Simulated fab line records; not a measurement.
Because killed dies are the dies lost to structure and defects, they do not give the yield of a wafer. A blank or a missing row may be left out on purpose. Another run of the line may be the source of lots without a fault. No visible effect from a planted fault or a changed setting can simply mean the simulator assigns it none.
fab line records + flow sfq-line
record:
- lots: 15
- wafers: 43
- last-day: 92
route steps=325 shown JJ@191 R5@213 I5@238
lots that met no fault: from a run of the same line without faults
start-h: hours from the record's opening day to when the first of the lot's shown wafers began + wait-h: hours from the lot's prior step to this one + " repeats the value in the row above + L1.1+2: a single row standing in for several wafers + - either no value or no given start + * or withheld: withheld + < > ~ a bound
route shown NAME@n: NAME is a module with steps in the file, n the number in the route of the first one + usual: mean and standard deviation over wafers with no fault + same: alike in all rows + chamber/n: place in a boat + sites: readings site by site + _std_site: how widely they spread, as a standard deviation + _edge_site: outer sites' mean less inner sites' + radius-mm: how far each site lies from the wafer's centre + mask NAME#n: copy n + behind: the tool/chamber that last shaped the wafer + hold: reason for holding the lot/hours on hold/outcome of the hold + device: the transistor (n, p or np) that didn't switch + end of line: the same wafers' tests at the end of the route + step lacking rows: just its recipe + killed: the dies lost at the first sort to structure and to defects; this is not the yield of the wafer + map: a wafer's dies, x killed, . not, _ none there
set.NAME: the setting that was run; set.NAME@STEP: the one run at that earlier step + model.NAME: the simulator's own value behind a step, which no gauge read
route steps across a sampled set of lots; one table per step, one row per wafer
services: from which hour (start-h, from the record's first day; less than 0 if before it) a tool's chamber was out of use, for how many hours, and why
== steps ==
step: SFQ_JJ_OVL_MEAS_931
usual:
- J5_OVL: 0/5.2
| lot.wafer | tool       | chamber | start-h | wait-h | J5_OVL[nm] |
|-----------|------------|---------|---------|--------|------------|
| L134.1    | overlay-01 | -       | 1197.84 | 0.1    | 5          |
| L134.3    | "          | -       | "       | "      | 11         |
| L134.6    | "          | -       | "       | "      | 9          |
| L136.2    | overlay-01 | -       | 1432.71 | 0.1    | 13         |
| L136.3    | "          | -       | "       | "      | 7          |
| L136.5    | "          | -       | "       | "      | 9          |
| L137.3    | overlay-01 | -       | 1433.91 | 0.1    | -6         |
| L137.4    | "          | -       | "       | "      | -8         |
| L137.6    | "          | -       | "       | "      | -5         |
| L138.1    | overlay-01 | -       | 1437.50 | 0.1    | 6          |
| L138.2    | "          | -       | "       | "      | 2          |
| L138.5    | "          | -       | "       | "      | 2          |
| L139.1    | overlay-01 | -       | 1451.80 | 0.1    | -5         |
| L139.2    | "          | -       | "       | "      | -5         |
| L139.6    | "          | -       | "       | "      | -1         |
| L141.2    | overlay-01 | -       | 1460.67 | 0.1    | 2          |
| L141.3    | "          | -       | "       | "      | 0          |
| L144.3    | overlay-02 | -       | 1487.51 | 0.1    | 3          |
| L144.5    | "          | -       | "       | "      | 4          |
| L146.1    | overlay-02 | -       | 1495.90 | 0.1    | -1         |
| L146.3    | "          | -       | "       | "      | 7          |
| L146.4    | "          | -       | "       | "      | -7         |
| L148.1    | overlay-02 | -       | 1498.30 | 0.1    | -5         |
| L148.3    | "          | -       | "       | "      | -8         |
| L148.5    | "          | -       | "       | "      | -1         |
| L152.1    | overlay-02 | -       | 1518.03 | 0.1    | 4          |
| L152.3    | "          | -       | "       | "      | 1          |
| L152.5    | "          | -       | "       | "      | -3         |
| L153.1    | overlay-02 | -       | 1522.83 | 0.1    | 7          |
| L153.4    | "          | -       | "       | "      | 6          |
| L153.5    | "          | -       | "       | "      | 5          |
| L154.1    | overlay-02 | -       | 1612.73 | 0.1    | 1          |
| L154.3    | "          | -       | "       | "      | -2         |
| L154.6    | "          | -       | "       | "      | 2          |
| L155.2    | overlay-02 | -       | 1621.69 | 0.1    | 2          |
| L155.3    | "          | -       | "       | "      | 3          |
| L155.4    | "          | -       | "       | "      | 5          |
| L156.1    | overlay-02 | -       | 1625.28 | 0.1    | -1         |
| L156.3    | "          | -       | "       | "      | 0          |
| L156.4    | "          | -       | "       | "      | -1         |
| L157.2    | overlay-02 | -       | 1639.16 | 0.1    | 8          |
| L157.5    | "          | -       | "       | "      | 8          |
| L157.6    | "          | -       | "       | "      | 8          |
step: SFQ_TRILAYER_R5_DEP_SPUTTER_133
recipe:
- material: MoNx
- base-pressure-pa: 1.33e-06
- target-thk-nm: 40
- power-w: 1000
- time-s: 66.7
- chamber-pressure-pa: 0.4
usual:
- throttle-valve-pct: 29.6/0.58
| lot.wafer | tool           | chamber | start-h | wait-h | throttle-valve-pct |
|-----------|----------------|---------|---------|--------|--------------------|
| L134.1    | pvd-sputter-05 | -       | 1219.02 | 0.0    | 29.2               |
| L134.3    | "              | -       | "       | "      | 29.9               |
| L134.6    | "              | -       | "       | "      | 29.6               |
| L136.2    | pvd-sputter-03 | -       | 1551.17 | 0.0    | 29.1               |
| L136.3    | "              | -       | "       | "      | 30.5               |
| L136.5    | "              | -       | "       | "      | 29.9               |
| L137.3    | pvd-sputter-05 | -       | 1554.17 | 0.0    | 30.3               |
| L137.4    | "              | -       | "       | "      | 30.0               |
| L137.6    | "              | -       | "       | "      | 29.7               |
| L138.1    | pvd-sputter-03 | -       | 1557.17 | 0.0    | 29.6               |
| L138.2    | "              | -       | "       | "      | 29.2               |
| L138.5    | "              | -       | "       | "      | 29.5               |
| L139.1    | pvd-sputter-05 | -       | 1574.78 | 0.0    | 29.5               |
| L139.2    | "              | -       | "       | "      | 28.7               |
| L139.6    | "              | -       | "       | "      | 30.3               |
| L141.2    | pvd-sputter-03 | -       | 1583.78 | 0.0    | 29.7               |
| L141.3    | "              | -       | "       | "      | 28.8               |
| L144.3    | pvd-sputter-03 | -       | 1601.78 | 0.0    | 30.8               |
| L144.5    | "              | -       | "       | "      | 29.8               |
| L146.1    | pvd-sputter-03 | -       | 1613.78 | 0.0    | 29.6               |
| L146.3    | "              | -       | "       | "      | 28.9               |
| L146.4    | "              | -       | "       | "      | 30.4               |
| L148.1    | pvd-sputter-06 | -       | 1616.78 | 0.0    | 29.5               |
| L148.3    | "              | -       | "       | "      | 29.4               |
| L148.5    | "              | -       | "       | "      | 28.1               |
| L152.1    | pvd-sputter-06 | -       | 1642.64 | 0.0    | 28.6               |
| L152.3    | "              | -       | "       | "      | 29.4               |
| L152.5    | "              | -       | "       | "      | 29.8               |
| L153.1    | pvd-sputter-06 | -       | 1649.33 | 0.0    | 29.9               |
| L153.4    | "              | -       | "       | "      | 29.4               |
| L153.5    | "              | -       | "       | "      | 29.8               |
| L154.1    | pvd-sputter-05 | -       | 1732.39 | 0.0    | 30.4               |
| L154.3    | "              | -       | "       | "      | 29.6               |
| L154.6    | "              | -       | "       | "      | 30.3               |
| L155.2    | pvd-sputter-05 | -       | 1744.39 | 0.0    | 29.4               |
| L155.3    | "              | -       | "       | "      | 28.9               |
| L155.4    | "              | -       | "       | "      | 29.9               |
| L156.1    | pvd-sputter-06 | -       | 1753.39 | 0.0    | 29.6               |
| L156.3    | "              | -       | "       | "      | 30.0               |
| L156.4    | "              | -       | "       | "      | 29.7               |
| L157.2    | pvd-sputter-06 | -       | 1765.39 | 0.0    | 30.0               |
| L157.5    | "              | -       | "       | "      | 29.3               |
| L157.6    | "              | -       | "       | "      | 29.6               |
step: SFQ_R5_RS_MEAS_933
recipe:
- thk-meas-gauge: four-point-probe
- reads: Ti_of_TRILAYER_R5_DEP_SPUTTER_134+MoNx_of_TRILAYER_R5_DEP_SPUTTER_133+Ti_of_TRILAYER_R5_DEP_SPUTTER_132
usual:
- R5_MONX_RS: 7.05/0.083
| lot.wafer | tool          | chamber | start-h | wait-h | hold                     | R5_MONX_RS[ohm/sq] |
|-----------|---------------|---------|---------|--------|--------------------------|--------------------|
| L134.1    | film-metro-01 | -       | 1219.10 | 0.0    | -                        | 7.01               |
| L134.3    | "             | -       | "       | "      | -                        | 7.12               |
| L134.6    | "             | -       | "       | "      | -                        | 6.93               |
| L136.2    | film-metro-02 | -       | 1551.26 | 0.0    | -                        | 7.20               |
| L136.3    | "             | -       | "       | "      | -                        | 7.02               |
| L136.5    | "             | -       | "       | "      | -                        | 7.03               |
| L137.3    | film-metro-02 | -       | 1554.28 | 0.0    | -                        | 7.05               |
| L137.4    | "             | -       | "       | "      | -                        | 7.12               |
| L137.6    | "             | -       | "       | "      | -                        | 7.17               |
| L138.1    | film-metro-02 | -       | 1557.24 | 0.0    | -                        | 7.00               |
| L138.2    | "             | -       | "       | "      | -                        | 7.15               |
| L138.5    | "             | -       | "       | "      | -                        | 7.03               |
| L139.1    | film-metro-01 | -       | 1574.85 | 0.0    | -                        | 7.01               |
| L139.2    | "             | -       | "       | "      | -                        | 6.91               |
| L139.6    | "             | -       | "       | "      | -                        | 6.90               |
| L141.2    | film-metro-01 | -       | 1583.87 | 0.0    | await-dispo/0.2h/release | 6.99               |
| L141.3    | "             | -       | "       | "      | await-dispo/0.2h/release | 8.45               |
| L141.2    | film-metro-01 | -       | 1584.16 | 0.3    | -                        | 7.00               |
| L141.3    | "             | -       | "       | "      | -                        | 8.48               |
| L144.3    | film-metro-03 | -       | 1601.89 | 0.0    | await-dispo/0.2h/release | 8.42               |
| L144.5    | "             | -       | "       | "      | await-dispo/0.2h/release | 8.34               |
| L144.3    | film-metro-03 | -       | 1602.18 | 0.3    | -                        | 8.43               |
| L144.5    | "             | -       | "       | "      | -                        | 8.36               |
| L146.1    | film-metro-02 | -       | 1613.86 | 0.0    | await-dispo/0.2h/release | 6.99               |
| L146.3    | "             | -       | "       | "      | await-dispo/0.2h/release | 8.40               |
| L146.4    | "             | -       | "       | "      | await-dispo/0.2h/release | 7.00               |
| L146.1    | film-metro-02 | -       | 1614.15 | 0.3    | -                        | 7.01               |
| L146.3    | "             | -       | "       | "      | -                        | 8.38               |
| L146.4    | "             | -       | "       | "      | -                        | 7.02               |
| L148.1    | film-metro-02 | -       | 1616.85 | 0.0    | -                        | 7.02               |
| L148.3    | "             | -       | "       | "      | -                        | 7.11               |
| L148.5    | "             | -       | "       | "      | -                        | 7.03               |
| L152.1    | film-metro-03 | -       | 1642.72 | 0.0    | -                        | 6.91               |
| L152.3    | "             | -       | "       | "      | -                        | 6.95               |
| L152.5    | "             | -       | "       | "      | -                        | 6.99               |
| L153.1    | film-metro-01 | -       | 1649.40 | 0.0    | -                        | 6.97               |
| L153.4    | "             | -       | "       | "      | -                        | 7.05               |
| L153.5    | "             | -       | "       | "      | -                        | 7.05               |
| L154.1    | film-metro-03 | -       | 1732.46 | 0.0    | -                        | 7.06               |
| L154.3    | "             | -       | "       | "      | -                        | 7.08               |
| L154.6    | "             | -       | "       | "      | -                        | 7.05               |
| L155.2    | film-metro-02 | -       | 1744.48 | 0.0    | -                        | 7.05               |
| L155.3    | "             | -       | "       | "      | -                        | 7.11               |
| L155.4    | "             | -       | "       | "      | -                        | 7.17               |
| L156.1    | film-metro-02 | -       | 1753.46 | 0.0    | -                        | 7.06               |
| L156.3    | "             | -       | "       | "      | -                        | 7.02               |
| L156.4    | "             | -       | "       | "      | -                        | 6.96               |
| L157.2    | film-metro-03 | -       | 1765.48 | 0.0    | -                        | 7.08               |
| L157.5    | "             | -       | "       | "      | -                        | 7.02               |
| L157.6    | "             | -       | "       | "      | -                        | 7.11               |
step: SFQ_R5_THK_MEAS_934
recipe:
- thk-meas-gauge: xrf
- reads: MoNx_of_TRILAYER_R5_DEP_SPUTTER_133
usual:
- R5_MONX_THK: 39.7/0.5
| lot.wafer | tool          | chamber | start-h | wait-h | hold                     | R5_MONX_THK[nm] |
|-----------|---------------|---------|---------|--------|--------------------------|-----------------|
| L134.1    | film-metro-01 | -       | 1219.22 | 0.1    | -                        | 40.0            |
| L134.3    | "             | -       | "       | "      | -                        | 39.0            |
| L134.6    | "             | -       | "       | "      | -                        | 40.6            |
| L136.2    | film-metro-02 | -       | 1551.37 | 0.1    | -                        | 38.9            |
| L136.3    | "             | -       | "       | "      | -                        | 39.8            |
| L136.5    | "             | -       | "       | "      | -                        | 39.7            |
| L137.3    | film-metro-02 | -       | 1554.38 | 0.1    | -                        | 39.4            |
| L137.4    | "             | -       | "       | "      | -                        | 39.4            |
| L137.6    | "             | -       | "       | "      | -                        | 39.1            |
| L138.1    | film-metro-02 | -       | 1557.36 | 0.1    | -                        | 39.8            |
| L138.2    | "             | -       | "       | "      | -                        | 38.9            |
| L138.5    | "             | -       | "       | "      | -                        | 39.6            |
| L139.1    | film-metro-01 | -       | 1574.97 | 0.1    | -                        | 40.4            |
| L139.2    | "             | -       | "       | "      | -                        | 40.6            |
| L139.6    | "             | -       | "       | "      | -                        | 41.0            |
| L141.2    | film-metro-01 | -       | 1586.89 | 2.7    | await-dispo/0.2h/release | 39.7            |
| L141.3    | "             | -       | "       | "      | await-dispo/0.2h/release | 32.7            |
| L141.2    | film-metro-01 | -       | 1587.12 | 0.2    | -                        | 40.1            |
| L141.3    | "             | -       | "       | "      | -                        | 32.7            |
| L144.3    | film-metro-03 | -       | 1605.71 | 3.5    | await-dispo/0.2h/release | 33.0            |
| L144.5    | "             | -       | "       | "      | await-dispo/0.2h/release | 33.1            |
| L144.3    | film-metro-03 | -       | 1605.94 | 0.2    | -                        | 32.8            |
| L144.5    | "             | -       | "       | "      | -                        | 33.1            |
| L146.1    | film-metro-02 | -       | 1616.68 | 2.5    | await-dispo/0.2h/release | 39.9            |
| L146.3    | "             | -       | "       | "      | await-dispo/0.2h/release | 32.9            |
| L146.4    | "             | -       | "       | "      | await-dispo/0.2h/release | 40.0            |
| L146.1    | film-metro-02 | -       | 1616.97 | 0.3    | -                        | 40.1            |
| L146.3    | "             | -       | "       | "      | -                        | 33.0            |
| L146.4    | "             | -       | "       | "      | -                        | 40.2            |
| L148.1    | film-metro-02 | -       | 1616.97 | 0.1    | -                        | 39.8            |
| L148.3    | "             | -       | "       | "      | -                        | 39.3            |
| L148.5    | "             | -       | "       | "      | -                        | 39.6            |
| L152.1    | film-metro-03 | -       | 1642.84 | 0.1    | -                        | 40.6            |
| L152.3    | "             | -       | "       | "      | -                        | 40.3            |
| L152.5    | "             | -       | "       | "      | -                        | 40.0            |
| L153.1    | film-metro-01 | -       | 1649.52 | 0.1    | -                        | 40.5            |
| L153.4    | "             | -       | "       | "      | -                        | 40.0            |
| L153.5    | "             | -       | "       | "      | -                        | 40.0            |
| L154.1    | film-metro-03 | -       | 1732.58 | 0.1    | -                        | 39.7            |
| L154.3    | "             | -       | "       | "      | -                        | 39.6            |
| L154.6    | "             | -       | "       | "      | -                        | 39.8            |
| L155.2    | film-metro-02 | -       | 1744.59 | 0.1    | -                        | 39.5            |
| L155.3    | "             | -       | "       | "      | -                        | 39.3            |
| L155.4    | "             | -       | "       | "      | -                        | 38.9            |
| L156.1    | film-metro-02 | -       | 1753.58 | 0.1    | -                        | 39.4            |
| L156.3    | "             | -       | "       | "      | -                        | 40.0            |
| L156.4    | "             | -       | "       | "      | -                        | 40.1            |
| L157.2    | film-metro-03 | -       | 1765.59 | 0.1    | -                        | 39.5            |
| L157.5    | "             | -       | "       | "      | -                        | 40.1            |
| L157.6    | "             | -       | "       | "      | -                        | 39.5            |
step: SFQ_TRILAYER_R5_ETCH_METAL_ETCH_139
recipe:
- stop-on: SiO2
- mask-material: PR
- chemistry: Cl2
- target-depth-nm: 60
- icp-w: 600
- bias-w: 80
- pressure-mtorr: 10
- time-s: 40
usual:
- drypump-motor-current-A: 6.09/0.28
- oes-product-au: 0.991/0.0057
| lot.wafer | tool         | chamber | start-h | wait-h | drypump-motor-current-A | oes-product-au | rf-hours-counter-h |
|-----------|--------------|---------|---------|--------|-------------------------|----------------|--------------------|
| L134.1    | rie-metal-03 | 0       | 1327.35 | 0.0    | 6.56                    | 0.985          | 50                 |
| L134.3    | "            | 1       | "       | "      | 5.73                    | 0.990          | -                  |
| L134.6    | "            | 1       | "       | "      | 5.72                    | 0.997          | -                  |
| L136.2    | rie-metal-02 | 0       | 1553.89 | 0.0    | 6.26                    | 1.003          | 102                |
| L136.3    | "            | 1       | "       | "      | 5.87                    | 0.997          | -                  |
| L136.5    | "            | 1       | "       | "      | 5.88                    | 0.995          | -                  |
| L137.3    | rie-metal-02 | 0       | 1557.51 | 0.0    | 6.29                    | 0.992          | -                  |
| L137.4    | "            | 1       | "       | "      | 5.89                    | 0.993          | -                  |
| L137.6    | "            | 0       | "       | "      | 6.30                    | 0.996          | -                  |
| L138.1    | rie-metal-01 | 1       | 1561.09 | 0.0    | 6.09                    | 0.994          | 10                 |
| L138.2    | "            | 0       | "       | "      | 5.93                    | 0.993          | 45                 |
| L138.5    | "            | 1       | "       | "      | 6.07                    | 0.993          | -                  |
| L139.1    | rie-metal-02 | 1       | 1583.89 | 0.0    | 5.93                    | 0.985          | 57                 |
| L139.2    | "            | 0       | "       | "      | 6.18                    | 0.998          | 108                |
| L139.6    | "            | 0       | "       | "      | 6.23                    | 1.004          | -                  |
| L141.2    | rie-metal-03 | 0       | 1602.92 | 0.0    | 6.56                    | 0.984          | 91                 |
| L141.3    | "            | 0       | "       | "      | 6.56                    | 0.982          | -                  |
| L144.3    | rie-metal-02 | 1       | 1612.44 | 0.0    | 5.89                    | 0.994          | -                  |
| L144.5    | "            | 1       | "       | "      | 5.90                    | 0.993          | -                  |
| L148.1    | rie-metal-02 | 0       | 1619.38 | 0.0    | 6.23                    | 0.990          | 113                |
| L148.3    | "            | 1       | "       | "      | 5.89                    | 0.991          | -                  |
| L148.5    | "            | 1       | "       | "      | 5.91                    | 0.991          | -                  |
| L146.1    | rie-metal-02 | 1       | 1625.54 | 0.0    | 5.92                    | 0.983          | 61                 |
| L146.3    | "            | 1       | "       | "      | 5.89                    | 0.994          | -                  |
| L146.4    | "            | 0       | "       | "      | 6.23                    | 0.983          | -                  |
| L152.1    | rie-metal-02 | 0       | 1752.25 | 0.0    | 6.28                    | 0.999          | 130                |
| L152.3    | "            | 0       | "       | "      | 6.27                    | 0.988          | -                  |
| L152.5    | "            | 0       | "       | "      | 6.25                    | 0.996          | -                  |
| L153.1    | rie-metal-01 | 0       | 1758.25 | 0.0    | 5.96                    | 0.989          | 73                 |
| L153.4    | "            | 1       | "       | "      | 6.08                    | 1.003          | -                  |
| L153.5    | "            | 0       | "       | "      | 5.97                    | 0.995          | -                  |
| L154.1    | rie-metal-03 | 0       | 1833.03 | 0.0    | 6.58                    | 0.989          | 117                |
| L154.3    | "            | 1       | "       | "      | 5.74                    | 0.986          | -                  |
| L154.6    | "            | 1       | "       | "      | 5.74                    | 0.993          | -                  |
| L155.2    | rie-metal-03 | 1       | 1845.03 | 0.0    | 5.74                    | 0.988          | 107                |
| L155.3    | "            | 0       | "       | "      | 6.59                    | 0.982          | -                  |
| L155.4    | "            | 1       | "       | "      | 5.73                    | 0.989          | -                  |
| L156.1    | rie-metal-03 | 1       | 1854.54 | 0.0    | 5.73                    | 0.994          | 108                |
| L156.3    | "            | 1       | "       | "      | 5.75                    | 0.983          | -                  |
| L156.4    | "            | 0       | "       | "      | 6.58                    | 0.985          | -                  |
| L157.2    | rie-metal-02 | 0       | 1866.54 | 0.0    | 6.25                    | 0.987          | 11                 |
| L157.5    | "            | 0       | "       | "      | 6.26                    | 0.997          | -                  |
| L157.6    | "            | 1       | "       | "      | 5.87                    | 0.989          | -                  |
step: SFQ_TRILAYER_I5_STRIP_STRIP_148
recipe:
- gas: O2
- power-w: 200
- platen-temp-c: 40
- overash-fraction: 0.65
- chemistry: O2
- pressure-mtorr: 50
usual:
- drypump-motor-current-A: 6.0/0.42
- oes-product-au: 1.003/0.0089
| lot.wafer | tool         | chamber | start-h | wait-h | drypump-motor-current-A | oes-product-au | rf-hours-counter-h |
|-----------|--------------|---------|---------|--------|-------------------------|----------------|--------------------|
| L134.1    | rie-metal-04 | 1       | 1449.85 | -      | 5.2                     | 1.008          | 60                 |
| L134.3    | "            | 0       | "       | "      | 6.4                     | 0.991          | -                  |
| L134.6    | "            | 1       | "       | "      | 5.2                     | 1.002          | -                  |
| L136.2    | rie-metal-01 | 0       | 1558.82 | -      | 6.0                     | 1.007          | 44                 |
| L136.3    | "            | 0       | "       | "      | 6.0                     | 1.002          | -                  |
| L136.5    | "            | 0       | "       | "      | 6.0                     | 1.006          | -                  |
| L137.3    | rie-metal-04 | 1       | 1565.02 | -      | 5.2                     | 1.003          | -                  |
| L137.4    | "            | 0       | "       | "      | 6.4                     | 1.003          | -                  |
| L137.6    | "            | 0       | "       | "      | 6.4                     | 0.999          | -                  |
| L138.1    | rie-metal-01 | 1       | 1569.62 | -      | 6.1                     | 1.009          | 12                 |
| L138.2    | "            | 0       | "       | "      | 5.9                     | 1.015          | 46                 |
| L138.5    | "            | 0       | "       | "      | 6.0                     | 1.008          | -                  |
| L139.1    | rie-metal-01 | 1       | 1675.50 | -      | 6.1                     | 1.000          | 25                 |
| L139.2    | "            | 0       | "       | "      | 6.0                     | 1.017          | 63                 |
| L139.6    | "            | 1       | "       | "      | 6.1                     | 1.003          | -                  |
| L141.2    | rie-metal-04 | 0       | 1699.50 | -      | 6.4                     | 0.999          | 101                |
| L141.3    | "            | 1       | "       | "      | 5.2                     | 1.010          | -                  |
| L144.3    | rie-metal-01 | 1       | 1708.23 | -      | 6.1                     | 0.998          | -                  |
| L144.5    | "            | 1       | "       | "      | 6.1                     | 0.979          | -                  |
| L146.1    | rie-metal-02 | 1       | 1723.58 | -      | 5.9                     | 1.000          | 75                 |
| L146.3    | "            | 0       | "       | "      | 6.3                     | 1.013          | -                  |
| L146.4    | "            | 1       | "       | "      | 5.9                     | 1.000          | -                  |
| L148.1    | rie-metal-02 | 0       | 1728.38 | -      | 6.3                     | 1.014          | 126                |
| L148.3    | "            | 1       | "       | "      | 5.9                     | 0.997          | -                  |
| L148.5    | "            | 0       | "       | "      | 6.3                     | 1.010          | -                  |
| L152.1    | rie-metal-02 | 1       | 1853.47 | -      | 5.9                     | 1.006          | 93                 |
| L152.3    | "            | 0       | "       | "      | 6.2                     | 1.007          | -                  |
| L152.5    | "            | 1       | "       | "      | 5.9                     | 1.013          | -                  |
| L153.1    | rie-metal-01 | 1       | 1860.67 | -      | 6.1                     | 1.013          | 48                 |
| L153.4    | "            | 1       | "       | "      | 6.1                     | 1.009          | -                  |
| L153.5    | "            | 0       | "       | "      | 5.9                     | 1.020          | -                  |
| L154.1    | rie-metal-04 | 1       | 1919.59 | -      | 5.1                     | 1.009          | 120                |
| L154.3    | "            | 1       | "       | "      | 5.2                     | 1.013          | -                  |
| L154.6    | "            | 1       | "       | "      | 5.2                     | 1.018          | -                  |
| L155.2    | rie-metal-04 | 0       | 1930.72 | -      | 6.4                     | 0.999          | -                  |
| L155.3    | "            | 0       | "       | "      | 6.4                     | 0.999          | -                  |
| L155.4    | "            | 0       | "       | "      | 6.4                     | 0.994          | -                  |
| L156.1    | rie-metal-04 | 0       | 1944.92 | -      | 6.4                     | 1.009          | 4                  |
| L156.3    | "            | 0       | "       | "      | 6.4                     | 1.003          | -                  |
| L156.4    | "            | 0       | "       | "      | 6.4                     | 1.010          | -                  |
| L157.2    | rie-metal-04 | 1       | 1961.94 | -      | 5.2                     | 0.986          | 0                  |
| L157.5    | "            | 1       | "       | "      | 5.2                     | 0.980          | -                  |
| L157.6    | "            | 0       | "       | "      | 6.4                     | 1.000          | -                  |
== services ==
| tool           | chamber | start-h | hours | kind   |
|----------------|---------|---------|-------|--------|
| rie-metal-04   | -       | 1222.35 | 2.8   | pm     |
| rie-metal-04   | 1       | 1236.04 | 1.1   | repair |
| pvd-sputter-06 | -       | 1238.72 | 0.5   | repair |
| rie-metal-02   | 0       | 1260.25 | 4.1   | repair |
| rie-metal-02   | 1       | 1262.65 | 1.3   | repair |
| pvd-sputter-05 | -       | 1361.73 | 1.2   | repair |
| pvd-sputter-05 | -       | 1366.05 | 3.1   | repair |
| rie-metal-02   | 1       | 1395.96 | 56.0  | repair |
| rie-metal-01   | 1       | 1406.15 | 2.0   | repair |
| rie-metal-01   | 0       | 1413.45 | 4.8   | repair |
| rie-metal-04   | -       | 1414.73 | 2.6   | repair |
| pvd-sputter-06 | -       | 1418.90 | 10.9  | repair |
| rie-metal-04   | -       | 1427.80 | 0.6   | repair |
| rie-metal-01   | -       | 1517.30 | 0.2   | repair |
| rie-metal-02   | 0       | 1534.17 | 10.0  | repair |
| rie-metal-04   | -       | 1548.16 | 1.5   | repair |
| rie-metal-02   | 1       | 1559.61 | 5.3   | repair |
| rie-metal-02   | -       | 1561.31 | 1.4   | pm     |
| rie-metal-02   | -       | 1678.56 | 2.8   | pm     |
| rie-metal-04   | 1       | 1791.19 | 2.4   | repair |
| rie-metal-02   | 1       | 1880.71 | 16.5  | repair |
| rie-metal-04   | 1       | 1914.99 | 2.4   | repair |
| rie-metal-01   | -       | 1921.96 | 1.4   | pm     |
| rie-metal-02   | 1       | 1925.76 | 20.1  | repair |
== key ==
first-sign:
- step: SFQ_R5_RS_MEAS_933
- reading: visit
- direction: added
effect:
- step: SFQ_R5_RS_MEAS_933
- reading: R5_MONX_RS
- direction: up
- sigmas: 16
- usual: 7.05
- struck: 8.40
effect:
- step: SFQ_R5_THK_MEAS_934
- reading: visit
- direction: added
effect:
- step: SFQ_R5_THK_MEAS_934
- reading: R5_MONX_THK
- direction: down
- sigmas: 14
- usual: 39.7
- struck: 32.9
met-at SFQ_TRILAYER_R5_DEP_SPUTTER_133
struck-lots L141,L144,L146
struck-wafers L141.3,L144.3,L144.5,L146.3
not-acting-at SFQ_JJ_OVL_MEAS_931,SFQ_TRILAYER_R5_ETCH_METAL_ETCH_139,SFQ_TRILAYER_I5_STRIP_STRIP_148
onset-between 1557.17 1583.78
fault:
- kind: process-parameter-drift
- tool: pvd-sputter-03
- chamber: -
- onset-h: 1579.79
- steps: SFQ_TRILAYER_R5_DEP_SPUTTER_133
- channel: target-thk-nm
- offset: -6.5245
- shape: step
- end-h: 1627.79
- scope: struck-wafers-only
- acts-in: these-recipes-only
- stated: 40
